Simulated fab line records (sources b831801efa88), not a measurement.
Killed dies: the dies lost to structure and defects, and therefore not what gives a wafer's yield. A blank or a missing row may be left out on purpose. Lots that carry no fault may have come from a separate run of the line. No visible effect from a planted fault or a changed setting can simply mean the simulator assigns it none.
Which of the tools did it? ; flow sfq line ; 14 lots, 42 wafers sampled, at 1 step of a route of 325

## WHAT THE GAUGES READ, wafer by wafer
SFQ_L0V_OVL_MEAS_903.
lot;measured;on;L0V_OVL (nm)
L888;day 4 21:44;overlay-01;-6 -9 6
L889;day 5 00:08;overlay-01;-9 -4 -6
L892;day 5 10:02;overlay-01;9 8 7
L893;day 5 13:44;overlay-01;-3 1 0
L894;day 5 17:19;overlay-01;-14 -13 -17
L896;day 5 23:19;overlay-01;-1 1 -4
L897;day 6 05:19;overlay-02;1 2 4
L898;day 6 08:55;overlay-01;-2 -8 -9
L906;day 8 06:29;overlay-01;-4 -11 5
L907;day 8 08:53;overlay-02;-7 -4 1
L908;day 8 12:29;overlay-02;3 6 4
L909;day 8 22:05;overlay-01;-4 -2 1
L910;day 9 14:28;overlay-02;6 7 6
L911;day 9 18:49;overlay-01;-8 -9 -2

## EACH LOT AND THE TOOL THAT RAN IT (in order: tool; ch and the chambers of the sampled wafers; start)
No process step before these readings appears in the record.

## WHAT THE TOOLS THEMSELVES READ (means of the sampled wafers that have a number; where no wafer has one, the mark that the record gives instead)
The record holds no such reading with a usual standard deviation.

## THE ANSWER, worked out from the rows above alone
Rule: the usual values come from the lots themselves. The widest of any qualifying gaps counts: lots, ordered by their means at a reading, are off when they make up no more than a third of the lots, leave a main group of 4 or more, and stand apart from it by 3 or more times the standard deviation of that group's means. If all means in a main group match to the digits the tables above print for the reading, that group is not used. A lot without any number at a reading at which 4 lots or more have one is off too. Any other lot the step has rows for is counted as sound. Order of review: gauges by route order, followed by the tools' own readings, for which a lot's mean as printed above is used. The first step at which some lot is off is used, and at that step the reading that is off furthest; a lot without a number counts as furthest.
No lot is off on any of the readings shown, so nothing can be concluded from this.

## WHAT WAS PUT IN BY THE SIMULATOR
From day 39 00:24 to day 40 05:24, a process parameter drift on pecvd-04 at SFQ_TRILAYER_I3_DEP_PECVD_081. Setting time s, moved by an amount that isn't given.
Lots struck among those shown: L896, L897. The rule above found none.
